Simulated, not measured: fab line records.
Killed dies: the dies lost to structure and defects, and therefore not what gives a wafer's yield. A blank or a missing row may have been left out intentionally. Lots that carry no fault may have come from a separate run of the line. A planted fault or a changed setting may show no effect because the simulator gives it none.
Comparing a struck lot with a sound one || flow sfq-line || 18 out of 325 route steps
Sound: wafers L484.2, L484.3, L484.6. Struck: wafers L496.1, L496.2, L496.4. The cause is given at the end.
For every step that has rows: the tool of each side, followed by ch and its chambers, followed by its first start. Under that, the readings that differ: sound wafers || struck wafers || difference of the means || sigmas: that difference in standard deviations of wafers without a fault.
alike: same words and numbers on both sides, and readings whose means sit less than 2 such deviations apart. not compared: any withheld reading, any reading some wafer has no value for, any bound like >300 that may hide the same value, and any number with overlapping values for which the record gives no deviation.
Wherever a step has rows on one side only, a row that says differs or no value, or a row with sigmas, the two part there. Numbers that don't overlap but have no deviation are shown without sigmas and don't part them. A reading missing from all wafers of one side parts the sides only when that side holds two or more wafers.

first, 5 steps without rows for these wafers: SFQ_TRILAYER_I7_VIA_LITHO_COAT_187 (resist thk 650 nm); SFQ_TRILAYER_I7_VIA_LITHO_SOFTBAKE_191; SFQ_TRILAYER_I7_VIA_LITHO_EXPOSE_188 (exposes mask I7, target cd 1000 nm); SFQ_TRILAYER_I7_VIA_LITHO_PEB_190 (peb time 60 s); SFQ_TRILAYER_I7_VIA_LITHO_DEVELOP_189 (time 60 s).
SFQ_I7_OVL_MEAS_947:
  struck on overlay-01, day 97 05:04; sound on overlay-02, day 85 17:56
  alike: I7_OVL
SFQ_TRILAYER_I7_VIA_BARC_OPEN_VIA_ETCH_260: etches BARC in O2, target depth 125 nm, time 41.7 s.
  sound on rie-diel-04 ch 0,1,3, day 85 17:58; struck on rie-diel-04 ch 0,2,3, day 97 05:05
  alike: drypump-motor-current-A, oes-product-au, rf-fwd-power-W
  not compared: rf-hours-counter-h
SFQ_TRILAYER_I7_VIA_ETCH_VIA_ETCH_190: etches SiO2 in CHF3, stops on Nb, target depth 260 nm.
  sound on rie-diel-04 ch 0,1,3, day 85 18:00; struck on rie-diel-04 ch 0,2,3, day 97 05:08
  alike: drypump-motor-current-A, oes-product-au, rf-fwd-power-W
SFQ_TRILAYER_I7_VIA_STRIP_STRIP_191: strips in O2.
  sound on rie-metal-04 ch 0,1, day 85 18:07; struck on rie-metal-02 ch 0,1, day 97 05:14
  alike: drypump-motor-current-A, oes-product-au
  not compared: rf-hours-counter-h
then, 3 steps without rows for these wafers: SFQ_TRILAYER_I7_VIA_STRIP_SOLV_CLEAN_192 (cleans in NMP, time 600 s); SFQ_TRILAYER_M8_LITHO_LOR_COAT_197; SFQ_TRILAYER_M8_LITHO_LOR_BAKE_198.
SFQ_TRILAYER_M8_LITHO_COAT_193: resist thk 600 nm.
  sound on litho-track-01 ch 0, day 85 19:00; struck on litho-track-01 ch 0, day 97 06:00
{"reading": "spin-speed-rpm (rpm)", "sound": "3000.4 3000.6 3000.7", "struck": "2946.4 2946.8 2948.6", "difference": -53.3, "sigmas": -31}
{"reading": "model.KrF_of_TRILAYER_M8_LITHO_COAT_193.thk-nm (nm)", "sound": "597.6 598.8 596.2", "struck": "604.5 604.3 606.1", "difference": "+7.4", "sigmas": ""}
then, 3 steps without rows for these wafers: SFQ_TRILAYER_M8_LITHO_SOFTBAKE_199; SFQ_TRILAYER_M8_LITHO_EXPOSE_194 (exposes mask M8, target cd 2000 nm); SFQ_TRILAYER_M8_LITHO_PEB_196 (peb time 60 s).
-- the record jumps here: 3 days lie between the struck wafers' starts before and after --
SFQ_TRILAYER_M8_LITHO_DEVELOP_195: img clear 15 s, time 55 s.
  sound on litho-track-03 ch 0, day 87 07:59; struck on litho-track-01 ch 0, day 100 13:08
{"reading": "model.KrF_of_TRILAYER_M8_LITHO_COAT_193.thk-nm (nm)", "sound": "573.4 574.5 571.9", "struck": "580.2 580 581.9", "difference": "+7.4", "sigmas": ""}
SFQ_M8_OVL_MEAS_948:
  struck on overlay-01, day 100 13:16; sound on overlay-01, day 87 08:07
  alike: M8_OVL

WHERE THEY PART
At SFQ_TRILAYER_M8_LITHO_COAT_193 and nowhere else, as far as this record goes. Later steps at which nothing parts them and some readings are alike: SFQ_M8_OVL_MEAS_948.

WHY: what the simulator had put in
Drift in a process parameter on litho-track-01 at SFQ_TRILAYER_M8_LITHO_COAT_193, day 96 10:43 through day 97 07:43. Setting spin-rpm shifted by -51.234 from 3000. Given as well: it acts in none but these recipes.
